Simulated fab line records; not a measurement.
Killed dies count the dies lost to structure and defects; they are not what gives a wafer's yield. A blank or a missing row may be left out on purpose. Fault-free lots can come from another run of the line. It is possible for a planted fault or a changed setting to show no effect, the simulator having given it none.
A lot that was struck, set against a sound lot    flow gf180mcu    22 out of 602 route steps
Sound: these wafers, L654.3, L654.5, L654.6. Wafers L661.1, L661.2, L661.3 were the ones struck. The cause comes at the end.
At each step with rows: each side's tool, then ch and its chambers, then its first start. Under that, the readings that differ: sound wafers    struck wafers    difference of the means    sigmas: that difference in standard deviations of wafers without a fault.
alike: readings whose means differ by less than 2 such deviations, and words and numbers that are the same on both sides. not compared: withheld readings, readings that some wafer has no value for, bounds like >300 that may hide the same value, and numbers for which the record gives no deviation and whose values overlap.
The two part at a step that has a row with sigmas, a row that says differs or no value, or rows on one side only. Numbers that have no deviation but don't overlap get no sigmas and don't part them. A reading that every wafer of one side lacks parts them only if that side has two wafers or more.

first, 4 steps without rows for these wafers: GF_HV_LDD_SOFTBAKE_03 (time 60 s); GF_HV_LDD_EXPOSE_04 (exposes mask Nplus LV AREA, target cd 400 nm); GF_HV_LDD_PEB_05; GF_HV_LDD_DEVELOP_06 (develop time 60 s).
GF_HV_LDD_CD_MEAS_07 targets a cd of 400 nm.
  struck on cd_sem-01, day 14 06:36; sound on cd_sem-02, day 12 05:51
  alike: cd_nm
GF_HV_LDD_OVL_MEAS_08:
  struck on overlay-02, day 14 06:43; sound on overlay-02, day 12 05:56
  alike: HV_LDD_OVL
then, 1 step without rows for these wafers: GF_HV_LDD_IMPLANT_09.
GF_HV_LDD_STRIP_10: strips in O2/N2.
  sound on plasma_asher-03 ch 0,1, day 12 06:09; struck on plasma_asher-03 ch 0,1, day 14 06:54
  alike: drypump_motor_current_A, heater_power_w, oes_product_au, platen_temp_c, strip_time_to_endpoint_s
  not compared: rf_hours_counter_h
GF_HV_LDD_TW_MEAS_11:
  struck on film_metro-04, day 14 07:00; sound on film_metro-03, day 12 06:15
  alike: HV_LDD_TW
then, 3 steps without rows for these wafers: GF_HV_LDD_DEHYDRATE_12 (time 60 s); GF_HV_LDD_HMDS_13 (prime time 60 s); GF_HV_LDD_COAT_14 (resist thk 1000 nm).
GF_HV_LDD_SOFTBAKE_15: time 60 s.
  sound on litho_track-04 ch 0, day 12 15:42; struck on litho_track-03 ch 0, day 14 17:11
reading                   sound              struck             difference  sigmas
heater_power_total_W (W)  56.62 56.70 56.62  52.82 52.84 52.90  -3.79       -84
plate_temp_C (C)          90.32 90.13 90.14  85.69 85.57 85.72  -4.54       -35
  alike: resist_line_temp_C
then, 2 steps without rows for these wafers: GF_HV_LDD_EXPOSE_16 (exposes mask Pplus LV AREA, target cd 400 nm); GF_HV_LDD_PEB_17.
GF_HV_LDD_DEVELOP_18: develop time 60 s.
  sound on litho_track-04 ch 0, day 13 01:39; struck on litho_track-03 ch 0, day 15 03:14
reading                                      sound         struck          difference  sigmas
model.NOVOLAK_of_HV_LDD_COAT_14.thk_nm (nm)  1001 999 996  1013 1013 1011  +14         
  alike: resist_line_temp_C
GF_HV_LDD_CD_MEAS_19 targets a cd of 400 nm.
  struck on cd_sem-02, day 15 03:23; sound on cd_sem-02, day 13 01:47
  alike: cd_nm
GF_HV_LDD_OVL_MEAS_20:
  struck on overlay-01, day 15 03:31; sound on overlay-01, day 13 01:53
  alike: HV_LDD_01_OVL
then, 1 step without rows for these wafers: GF_HV_LDD_IMPLANT_21.
GF_HV_LDD_STRIP_22: strips in O2/N2.
  sound on plasma_asher-03 ch 0,1, day 13 02:05; struck on plasma_asher-04 ch 0,1, day 15 03:41
reading                       sound              struck             difference  sigmas
strip_time_to_endpoint_s (s)  12.64 12.63 12.59  12.80 12.78 12.76  +0.16       +5
  alike: drypump_motor_current_A, heater_power_w, oes_product_au, platen_temp_c
  not compared: rf_hours_counter_h
GF_HV_LDD_TW_MEAS_23:
  struck on film_metro-04, day 15 03:47; sound on film_metro-01, day 13 02:10
reading      sound           struck          difference  sigmas
HV_LDD_2_TW  1032 1029 1036  1061 1062 1059  +28         +2
then, 1 step without rows for these wafers: GF_PASSIVATION_PROBE_99.

== WHERE THEY PART ==
Earliest at GF_HV_LDD_SOFTBAKE_15; latest, in this record, at GF_HV_LDD_TW_MEAS_23.

WHY: the cause the simulator had injected
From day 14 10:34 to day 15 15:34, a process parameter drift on litho_track-03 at GF_HV_LDD_SOFTBAKE_15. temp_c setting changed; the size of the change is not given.
